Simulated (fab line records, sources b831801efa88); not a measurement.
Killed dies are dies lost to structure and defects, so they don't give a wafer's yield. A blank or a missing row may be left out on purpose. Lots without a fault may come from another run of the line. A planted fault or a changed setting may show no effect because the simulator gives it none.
A struck lot beside a sound one | flow gf180mcu | 15 steps out of a route of 602
Sound: wafers L332.1, L332.2, L332.3. Struck: wafers L338.4, L338.5. (L338.3 of the same lot was not struck and is left out.) The cause comes at the end.
At each step with rows: each side's tool, then ch and its chambers, then its first start. Under that, the readings that differ: sound wafers | struck wafers | difference of the means | sigmas: that difference in standard deviations of wafers without a fault.
alike: readings whose means differ by less than 2 such deviations, and words and numbers that are the same on both sides. not compared: withheld readings, readings that some wafer has no value for, bounds like >300 that may hide the same value, and numbers for which the record gives no deviation and whose values overlap.
The two part at a step that has a row with sigmas, a row that says differs or no value, or rows on one side only. Numbers that don't overlap but have no deviation are shown without sigmas and don't part them. A reading that every wafer of one side lacks parts them only if that side has two wafers or more.

GF_M1_SPUTTER_04: material TiN, target thk 50 nm, time 41.7 s.
  sound on pvd_sputter-04, day 19 05:56; struck on pvd_sputter-03, day 21 05:31
  alike: throttle_valve_pct
GF_M1_RS_MEAS_05: measures by four-point-probe.
  sound on film_metro-03, day 19 05:58; struck on film_metro-04, day 21 05:35
  alike: M1_ALCU_RS
GF_M1_THK_MEAS_06: measures by xrf.
  sound on film_metro-03, day 19 06:05; struck on film_metro-04, day 21 05:41
  alike: M1_ALCU_THK
then, 7 steps without rows for these wafers: GF_M1_DEHYDRATE_07 (time 60 s); GF_M1_HMDS_08 (prime time 60 s); GF_M1_COAT_09 (resist thk 1000 nm); GF_M1_SOFTBAKE_10 (time 60 s); GF_M1_EXPOSE_11 (exposes mask Metal1, target cd 230 nm); GF_M1_PEB_12 (peb time 90 s); GF_M1_DEVELOP_13 (develop time 60 s).
GF_M1_CD_MEAS_14: target cd 230 nm.
  sound on cd_sem-02, day 20 06:05; struck on cd_sem-01, day 22 05:08
  alike: cd_nm
GF_M1_OVL_MEAS_15:
  sound on overlay-02, day 20 06:13; struck on overlay-01, day 22 05:13
  alike: M1_OVL
GF_M1_METAL_ETCH_16: etches the open film in Cl2/BCl3, stops on SiO2, target depth 627.5 nm, time 104.6 s.
  sound on rie_metal-04 ch 0, day 20 06:15; struck on rie_metal-04 ch 1, day 22 05:17
  reading    | sound             | struck      | difference | sigmas
  bias_w (W) | 140.1 141.1 140.0 | 145.8 145.1 | +5.0       | +13
  alike: drypump_motor_current_A, he_backside_leak_sccm, oes_product_au, throttle_valve_pct
  not compared: rf_hours_counter_h
GF_M1_STRIP_17: strips in O2/N2.
  sound on plasma_asher-02 ch 0,1, day 20 06:28; struck on plasma_asher-03 ch 0, day 22 05:23
  alike: drypump_motor_current_A, heater_power_w, o2_flow_sccm, oes_product_au, strip_time_to_endpoint_s
  not compared: rf_hours_counter_h
then, 1 step without rows for these wafers: GF_PASSIVATION_PROBE_99.

WHERE THEY PART
Only at GF_M1_METAL_ETCH_16, within this record. Later steps at which nothing parts them and some readings are alike: GF_M1_STRIP_17.

WHY: what the simulator had put in
Process parameter drift: rie_metal-04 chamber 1, from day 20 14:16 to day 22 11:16, at GF_M1_METAL_ETCH_16. Setting bias_w, moved by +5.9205, from 140. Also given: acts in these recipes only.
